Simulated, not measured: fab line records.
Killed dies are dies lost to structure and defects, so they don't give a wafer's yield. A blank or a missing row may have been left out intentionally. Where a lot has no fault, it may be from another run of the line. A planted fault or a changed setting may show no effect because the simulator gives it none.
Tool commonality check -- flow sky130 -- Lots sampled 14, wafers sampled 42

WHY THIS WAS OPENED
At SKY_VT_ADJUST_HVTR_CD_MEAS_07 the reading cd nm is flagged on 2 of 14 lots. Wafers without a fault read 380.8 nm, standard deviation 2.5.
Rule: a lot is flagged when every wafer of it that has a number lies more than 4 standard deviations from that mean, or none has a number. All remaining lots are regarded as sound.

lot,measured,on,"cd nm (nm), wafer by wafer",flag
L595,day 9 11:32,cd sem-01,378.7 374.6 377.5,
L596,day 9 19:55,cd sem-02,376.9 378.2 376.3,
L599,day 10 15:19,cd sem-01,382.2 381.9 381.5,
L600,day 11 01:19,cd sem-01,381.1 380.6 380.0,
L601,day 11 11:47,cd sem-01,379.2 378.7 379.0,
L603,day 12 10:43,cd sem-02,384.1 380.7 382.7,
L605,day 12 18:23,cd sem-02,382.3 382.9 382.6,
L606,day 12 23:44,cd sem-02,381.3 384.4 381.0,
L607,day 13 11:17,cd sem-01,380.8 383.0 381.6,
L608,day 13 19:29,cd sem-02,419.2 419.3 420.7,FLAGGED
L609,day 13 21:44,cd sem-01,379.7 381.5 378.9,
L611,day 14 13:34,cd sem-02,379.8 382.7 382.4,
L612,day 14 20:27,cd sem-01,410.0 411.2 408.8,FLAGGED
L615,day 15 12:59,cd sem-01,380.2 380.3 380.0,
The mean of the flagged lots' numbers is 414.9 nm, +34.1 nm from the usual (+14 standard deviations).

EACH LOT AND THE TOOL IT RAN ON
The record holds 2 process steps before the reading, out of a route of 708 steps. Each cell gives the tool, then ch followed by the chambers the sampled wafers passed through, then the start.
lot,flag,SKY_NWELL_STRIP_25,SKY_VT_ADJUST_HVTR_DEVELOP_06
L595,,"plasma asher-03 ch 0,1, day 5 08:01","litho track-03 ch 0, day 9 11:23"
L596,,"plasma asher-03 ch 0,1, day 5 14:37","litho track-04 ch 0, day 9 19:46"
L599,,"plasma asher-02 ch 0,1, day 6 06:50","litho track-02 ch 0, day 10 15:11"
L600,,"plasma asher-04 ch 0,1, day 6 15:21","litho track-02 ch 0, day 11 01:10"
L601,,"plasma asher-02 ch 0,1, day 7 00:11","litho track-04 ch 0, day 11 11:32"
L603,,"plasma asher-04 ch 1, day 7 18:35","litho track-02 ch 0, day 12 10:34"
L605,,"plasma asher-04 ch 0,1, day 8 00:39","litho track-02 ch 0, day 12 18:14"
L606,,"plasma asher-04 ch 0,1, day 8 04:23","litho track-03 ch 0, day 12 23:35"
L607,,"plasma asher-03 ch 0,1, day 8 13:25","litho track-03 ch 0, day 13 11:08"
L608,FLAGGED,"plasma asher-04 ch 0,1, day 8 20:37","litho track-03 ch 0, day 13 19:20"
L609,,"plasma asher-04 ch 0,1, day 8 22:47","litho track-04 ch 0, day 13 21:35"
L611,,"plasma asher-04 ch 0,1, day 9 10:49","litho track-02 ch 0, day 14 13:25"
L612,FLAGGED,"plasma asher-04 ch 0,1, day 9 17:12","litho track-03 ch 0, day 14 20:18"
L615,,"plasma asher-03 ch 0,1, day 10 07:39","litho track-04 ch 0, day 15 12:50"
These steps, and what they do:
- SKY_NWELL_STRIP_25: strips in O2/N2.
- SKY_VT_ADJUST_HVTR_DEVELOP_06: develop time 60 s.
- SKY_VT_ADJUST_HVTR_CD_MEAS_07: target cd 380 nm.

FLAGGED OVER TOTAL, TOOL BY TOOL (the gauges that took the reading come last)
step,tool,lots run,flagged,share of the flagged lots,sound lots run after its first flagged lot
SKY_NWELL_STRIP_25,plasma asher-02,2,0,none,-
SKY_NWELL_STRIP_25,plasma asher-03,4,0,none,-
SKY_NWELL_STRIP_25,plasma asher-04,8,2,all,"2 (L609,L611)"
SKY_VT_ADJUST_HVTR_DEVELOP_06,litho track-02,5,0,none,-
SKY_VT_ADJUST_HVTR_DEVELOP_06,litho track-03,5,2,all,0
SKY_VT_ADJUST_HVTR_DEVELOP_06,litho track-04,4,0,none,-
SKY_VT_ADJUST_HVTR_CD_MEAS_07,cd sem-01,8,1,some,1 (L615)
SKY_VT_ADJUST_HVTR_CD_MEAS_07,cd sem-02,6,1,some,1 (L611)

THE TABLE: WHAT IT ALLOWS
In 2 table rows, all flagged lots were run: plasma asher-04 (SKY_NWELL_STRIP_25), litho track-03 (SKY_VT_ADJUST_HVTR_DEVELOP_06).
- plasma asher-04 at SKY_NWELL_STRIP_25: 2 of its 8 lots flagged. Lots that were sound ran on it after the first flagged one (L609, L611); a persistent fault on the entire tool would not allow that.
- litho track-03 at SKY_VT_ADJUST_HVTR_DEVELOP_06: 2 of its 5 lots flagged. A fault beginning between L607 (day 13 11:08), its last sound lot, and L608 (day 13 19:20), its first flagged one, fits the data.
Just one tool remains: litho track-03 at SKY_VT_ADJUST_HVTR_DEVELOP_06.

WHAT WAS PUT IN BY THE SIMULATOR
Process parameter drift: litho track-03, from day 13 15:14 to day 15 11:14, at SKY_VT_ADJUST_HVTR_DEVELOP_06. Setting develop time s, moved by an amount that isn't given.
Shown lots that were struck: L608, L612. The rule above reached the same finding.
